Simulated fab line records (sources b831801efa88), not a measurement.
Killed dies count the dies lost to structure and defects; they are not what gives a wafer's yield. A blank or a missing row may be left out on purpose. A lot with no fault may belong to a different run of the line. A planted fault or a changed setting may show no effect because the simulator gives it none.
fab line records    flow sky130
record lots=13  wafers=39  lastDay=50
route steps=708 shown NWELL@79 VT_ADJUST_NCORE@123 VT_ADJUST_PCH@152 GATE_OXIDE@197 PAD_OPEN@708
lots that met no fault: from a run of the same line without faults
startH: hours from the record's opening day to when the first of the lot's shown wafers began    waitH: hours since the lot's step before    " same as the row above    L1.1+2: a single row standing in for several wafers    - value missing, or start not given    * or withheld: withheld    < > ~ a bound
route shown NAME@n: names a module that has steps shown in the file, with the first one's number in the route    usual: mean/standard deviation taken from wafers without a fault    same: alike in all rows    chamber/n: place in a boat    sites: the reading at each site    _std_site: standard deviation across them    _edge_site: the outer-site mean with the inner-site mean subtracted    radiusMm: for every site, how far away it sits from the centre of the wafer    mask NAME#n: copy n    behind: the most recent tool/chamber to have shaped the wafer    hold: why the lot went on hold/how many hours it stayed there/how the hold came to an end    device: the transistor (n, p or np) that didn't switch    end of line: the same wafers' tests at the end of the route    a step with no rows: only its recipe    killed: the dies lost at the first sort to structure and to defects; this is not the yield of the wafer    map: a wafer's dies, x killed, . not, _ none there
set.NAME: setting as actually run; set.NAME@STEP: the setting as run at that earlier step    model.NAME: the simulator's own value behind a step, which no gauge read
a sample of lots followed through the steps of the route, with each step as a table and each wafer as a row
services: the hour from which a tool's chamber was out of use, counted from the record's first day as startH (under 0 if before that day), plus the number of hours and why
## steps
# step SKY_NWELL_TW_MEAS_26
# usual NWELL_2_TW=496/3.5
lot.wafer  tool          chamber  startH  waitH  NWELL_2_TW
L859.3     filmMetro-04  -        114.59  0.1    495
L859.4     "             -        "       "      493
L859.6     "             -        "       "      493
L860.3     filmMetro-02  -        122.95  0.1    495
L860.4     "             -        "       "      492
L860.5     "             -        "       "      493
L861.1     filmMetro-02  -        123.63  0.1    494
L861.2     "             -        "       "      496
L861.3     "             -        "       "      495
L863.1     filmMetro-02  -        129.53  0.1    492
L863.3     "             -        "       "      495
L863.4     "             -        "       "      494
L864.2     filmMetro-03  -        141.65  0.2    498
L864.4     "             -        "       "      499
L864.5     "             -        "       "      496
L865.1     filmMetro-02  -        149.98  0.1    492
L865.2     "             -        "       "      491
L865.3     "             -        "       "      493
L869.1     filmMetro-02  -        169.38  0.1    495
L869.4     "             -        "       "      496
L869.6     "             -        "       "      496
L871.2     filmMetro-02  -        182.04  0.1    494
L871.4     "             -        "       "      494
L871.6     "             -        "       "      494
L872.2     filmMetro-02  -        186.89  0.1    494
L872.3     "             -        "       "      495
L872.4     "             -        "       "      493
L878.2     filmMetro-03  -        227.12  0.1    501
L878.4     "             -        "       "      503
L878.6     "             -        "       "      501
L879.2     filmMetro-03  -        231.69  0.1    501
L879.4     "             -        "       "      503
L879.5     "             -        "       "      501
L881.1     filmMetro-03  -        240.22  0.1    496
L881.4     "             -        "       "      497
L881.5     "             -        "       "      498
L880.1     filmMetro-03  -        240.57  0.1    501
L880.2     "             -        "       "      497
L880.4     "             -        "       "      499
# step SKY_VT_ADJUST_NCORE_EXPOSE_04
# recipe maskId=LVTN_COMPLEMENT_THIN  na=0.6  sourceShape=conventional  sigmaOuter=0.6  polarization=unpolarized  targetCdNm=380  doseMj=139
lot.wafer   tool             chamber  startH  waitH  mask
L859.3+4+6  ilineStepper-01  0        183.63  -      LVTN_COMPLEMENT_THIN#0
L860.3+4+5  ilineStepper-02  0        192.03  -      LVTN_COMPLEMENT_THIN#0
L861.1+2+3  ilineStepper-01  0        192.72  -      LVTN_COMPLEMENT_THIN#0
L863.1+3+4  ilineStepper-01  0        201.12  -      LVTN_COMPLEMENT_THIN#0
L864.2+4+5  ilineStepper-02  0        213.71  -      LVTN_COMPLEMENT_THIN#0
L865.1+2+3  ilineStepper-02  0        223.39  -      LVTN_COMPLEMENT_THIN#0
L869.1+4+6  ilineStepper-01  0        246.85  -      LVTN_COMPLEMENT_THIN#0
L871.2+4+6  ilineStepper-01  0        259.46  -      LVTN_COMPLEMENT_THIN#0
L872.2+3+4  ilineStepper-01  0        266.72  -      LVTN_COMPLEMENT_THIN#0
L878.2+4+6  ilineStepper-02  0        312.10  -      LVTN_COMPLEMENT_THIN#0
L879.2+4+5  ilineStepper-02  0        317.97  -      LVTN_COMPLEMENT_THIN#0
L881.1+4+5  ilineStepper-02  0        327.09  -      LVTN_COMPLEMENT_THIN#0
L880.1+2+4  ilineStepper-02  0        327.30  -      LVTN_COMPLEMENT_THIN#0
# step SKY_VT_ADJUST_NCORE_CD_MEAS_07
# recipe targetCdNm=380
# usual cdNm=380.5/2.3
lot.wafer  tool      chamber  startH  waitH  cdNm
L859.3     cdSem-02  -        193.58  0.1    378.8
L859.4     "         -        "       "      375.0
L859.6     "         -        "       "      379.6
L860.3     cdSem-01  -        203.53  0.1    381.6
L860.4     "         -        "       "      378.7
L860.5     "         -        "       "      379.3
L861.1     cdSem-01  -        203.85  0.1    377.0
L861.2     "         -        "       "      378.9
L861.3     "         -        "       "      378.6
L863.1     cdSem-02  -        211.14  0.1    377.7
L863.3     "         -        "       "      376.5
L863.4     "         -        "       "      379.2
L864.2     cdSem-01  -        225.82  0.1    382.0
L864.4     "         -        "       "      380.3
L864.5     "         -        "       "      380.6
L865.1     cdSem-01  -        234.79  0.1    382.7
L865.2     "         -        "       "      381.2
L865.3     "         -        "       "      382.7
L869.1     cdSem-01  -        258.61  0.1    380.2
L869.4     "         -        "       "      381.4
L869.6     "         -        "       "      379.4
L871.2     cdSem-02  -        271.38  0.1    372.9
L871.4     "         -        "       "      386.1
L871.6     "         -        "       "      373.2
L872.2     cdSem-02  -        279.12  0.1    367.5
L872.3     "         -        "       "      367.5
L872.4     "         -        "       "      378.2
L878.2     cdSem-01  -        324.68  0.1    378.6
L878.4     "         -        "       "      380.6
L878.6     "         -        "       "      379.7
L879.2     cdSem-01  -        331.58  0.1    377.8
L879.4     "         -        "       "      379.7
L879.5     "         -        "       "      380.4
L881.1     cdSem-02  -        339.54  0.1    380.2
L881.4     "         -        "       "      378.2
L881.5     "         -        "       "      380.3
L880.1     cdSem-01  -        339.84  0.1    381.2
L880.2     "         -        "       "      378.9
L880.4     "         -        "       "      380.4
# step SKY_VT_ADJUST_PCH_STRIP_09
# recipe chemistry=O2/N2  powerW=1400  pressureMtorr=1500  platenTempC=withheld  o2FlowSccm=3000  n2FlowSccm=300  overashFraction=0.5
# usual drypumpMotorCurrentA=5.91/0.25  o2FlowSccm=2999/8.3  oesProductAu=0.723/0.0043  stripTimeToEndpointS=36.97/0.11
lot.wafer  tool            chamber  startH  waitH  drypumpMotorCurrentA  o2FlowSccm  oesProductAu  rfHoursCounterH  stripTimeToEndpointS
L859.3     plasmaAsher-02  0        239.57  0.1    5.84                  2995        0.725         -                36.84
L859.4     "               1        "       "      5.76                  3013        0.721         -                36.82
L859.6     "               0        "       "      5.82                  3005        0.725         -                36.89
L860.3     plasmaAsher-01  0        248.62  0.1    5.91                  2994        0.723         -                36.85
L860.4     "               1        "       "      6.21                  2992        0.719         -                36.74
L860.5     "               0        "       "      5.90                  3002        0.725         -                36.72
L861.1     plasmaAsher-01  1        249.60  0.1    6.19                  2995        0.718         57               36.96
L861.2     "               0        "       "      5.92                  3021        0.720         57               36.95
L861.3     "               0        "       "      5.91                  3014        0.727         -                37.05
L863.1     plasmaAsher-02  1        258.98  0.1    5.78                  2994        0.724         12               36.87
L863.3     "               0        "       "      5.84                  3011        0.728         -                36.98
L863.4     "               1        "       "      5.74                  2989        0.721         -                36.91
L864.2     plasmaAsher-03  0        271.90  0.1    6.04                  3010        0.720         61               37.06
L864.4     "               1        "       "      5.33                  2986        0.722         -                37.11
L864.5     "               1        "       "      5.31                  3013        0.720         -                37.07
L865.1     plasmaAsher-01  1        283.90  0.1    6.22                  3004        0.721         58               37.02
L865.2     "               0        "       "      5.91                  3003        0.723         58               36.85
L865.3     "               1        "       "      6.23                  3001        0.724         -                37.03
L869.1     plasmaAsher-02  1        308.93  0.1    5.74                  2996        0.721         17               37.02
L869.4     "               1        "       "      5.74                  2995        0.724         -                36.92
L869.6     "               1        "       "      5.76                  2991        0.728         -                37.00
L871.2     plasmaAsher-03  1        323.52  0.1    5.33                  3013        0.725         67               37.04
L871.4     "               1        "       "      5.32                  3000        0.720         -                37.02
L871.6     "               0        "       "      6.05                  2996        0.722         -                36.92
L872.2     plasmaAsher-02  1        331.52  0.1    5.76                  2998        0.720         19               37.12
L872.3     "               0        "       "      5.83                  3010        0.721         -                37.16
L872.4     "               1        "       "      5.75                  3003        0.719         -                37.07
L878.2     plasmaAsher-01  0        379.05  0.1    5.91                  2984        0.721         67               36.81
L878.4     "               1        "       "      6.22                  2989        0.721         -                36.83
L878.6     "               1        "       "      6.22                  2998        0.715         -                36.89
L879.2     plasmaAsher-01  0        386.87  0.1    5.93                  2996        0.723         68               36.90
L879.4     "               1        "       "      6.22                  3002        0.724         -                36.98
L879.5     "               1        "       "      6.22                  3002        0.718         -                37.02
L881.1     plasmaAsher-03  0        396.03  0.1    6.07                  2997        0.725         74               37.10
L881.4     "               0        "       "      6.06                  2999        0.721         -                37.07
L881.5     "               0        "       "      6.07                  3001        0.719         -                37.17
L880.1     plasmaAsher-01  0        396.38  0.1    5.91                  2999        0.725         69               36.91
L880.2     "               1        "       "      6.23                  3006        0.724         69               36.91
L880.4     "               0        "       "      5.91                  3005        0.723         -                36.81
# step SKY_GATE_OXIDE_OVL_MEAS_10
# usual GATE_OXIDE_OVL=0.6/1.5
lot.wafer  tool        chamber  startH  waitH  GATE_OXIDE_OVL[nm]
L859.3     overlay-02  -        324.11  0.1    1.3
L859.4     "           -        "       "      1.7
L859.6     "           -        "       "      2.0
L860.3     overlay-01  -        329.25  0.1    0.2
L860.4     "           -        "       "      -0.2
L860.5     "           -        "       "      -0.2
L861.1     overlay-01  -        332.34  0.1    1.2
L861.2     "           -        "       "      0.2
L861.3     "           -        "       "      0.0
L863.1     overlay-02  -        342.38  0.1    3.0
L863.3     "           -        "       "      -0.3
L863.4     "           -        "       "      0.0
L864.2     overlay-01  -        360.55  0.1    -1.0
L864.4     "           -        "       "      -0.7
L864.5     "           -        "       "      1.8
L865.1     overlay-02  -        370.00  0.1    2.2
L865.2     "           -        "       "      3.1
L865.3     "           -        "       "      2.4
L869.1     overlay-02  -        401.30  0.1    1.5
L869.4     "           -        "       "      2.2
L869.6     "           -        "       "      2.4
L871.2     overlay-02  -        413.59  0.1    -1.2
L871.4     "           -        "       "      -1.4
L871.6     "           -        "       "      0.1
L872.2     overlay-01  -        430.19  0.1    1.3
L872.3     "           -        "       "      0.4
L872.4     "           -        "       "      0.7
L878.2     overlay-01  -        477.05  0.1    -1.3
L878.4     "           -        "       "      0.0
L878.6     "           -        "       "      1.0
L879.2     overlay-02  -        489.04  0.1    0.7
L879.4     "           -        "       "      0.7
L879.5     "           -        "       "      0.3
L881.1     overlay-01  -        495.58  0.1    0.1
L881.4     "           -        "       "      0.2
L881.5     "           -        "       "      -0.7
L880.1     overlay-01  -        496.80  0.1    -0.1
L880.2     "           -        "       "      -0.6
L880.4     "           -        "       "      0.7
# step SKY_PAD_OPEN_PROBE_99
# usual killed_at_M0_to_M3=43/7.3  killed_at_M4_up=3.1/1.7  killedAtContacts=25/5.3  killedAtFrontEnd=15/4.3  killedAtOther=0.2/0.54  killedDies=87/10  killedOpen=48/7.6  killedShort=38/6.1
# same grossDies=492  killedAtBackSide=0
lot.wafer  tool       chamber  startH   waitH  killed_at_M0_to_M3  killed_at_M4_up  killedAtContacts  killedAtFrontEnd  killedAtOther  killedDies  killedOpen  killedShort
L869.6     prober-02  -        1143.89  0.2    38                  4                14                16                0              72          34          38
# killed by level:class
L869.6 VIA2:geometricParticle:open=9 LI_CONTACT:geometricParticle:open=7 POLY_GATE:geometricParticle:short=5 VIA1:geometricParticle:short=5 METAL1:geometricParticle:short=5 FIELD_ISO:geometricParticle:short=4 VIA3:geometricParticle:open=4 METAL2:geometricParticle:short=4
## services
tool             chamber  startH  hours  kind
plasmaAsher-03   -        162.68  1.5    repair
ilineStepper-02  -        176.48  2.0    repair
plasmaAsher-02   -        185.82  7.5    repair
plasmaAsher-03   -        219.56  2.9    repair
ilineStepper-02  -        241.43  4.4    pm
ilineStepper-01  -        241.64  3.0    repair
plasmaAsher-01   -        262.75  20.2   repair
ilineStepper-02  0        263.24  -      calibration
ilineStepper-02  -        306.41  1.7    pm
plasmaAsher-03   -        315.93  0.6    repair
ilineStepper-02  -        352.77  2.1    pm
ilineStepper-02  -        354.85  -      consumableReplace:lamp
ilineStepper-01  0        362.97  -      calibration
ilineStepper-01  -        395.66  4.4    pm
## key
firstSign step=SKY_VT_ADJUST_NCORE_CD_MEAS_07  reading=cdNm  direction=down  sigmas=4.4  usual=380.5  struck=370.3
effect none on later readings
metAt SKY_VT_ADJUST_NCORE_EXPOSE_04
struckLots L871,L872
struckWafers L871.2,L871.6,L872.2,L872.3
testerLeftOut L871,L872
notActingAt SKY_NWELL_TW_MEAS_26,SKY_VT_ADJUST_PCH_STRIP_09,SKY_GATE_OXIDE_OVL_MEAS_10
onsetBetween 246.85 259.46
fault kind=processParameterDrift  tool=ilineStepper-01  chamber=-  onsetH=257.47  steps=SKY_VT_ADJUST_NCORE_EXPOSE_04  channel=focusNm  offset=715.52  shape=step  endH=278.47  scope=struckWafersOnly
# testerLeftOut: of these lots the tester's yield and bins aren't shown, on N5 and GAA mostly nor the transistor test; their killed dies are dies lost to structure and defects alone, not to doping, threshold or leakage, so they don't give the yield
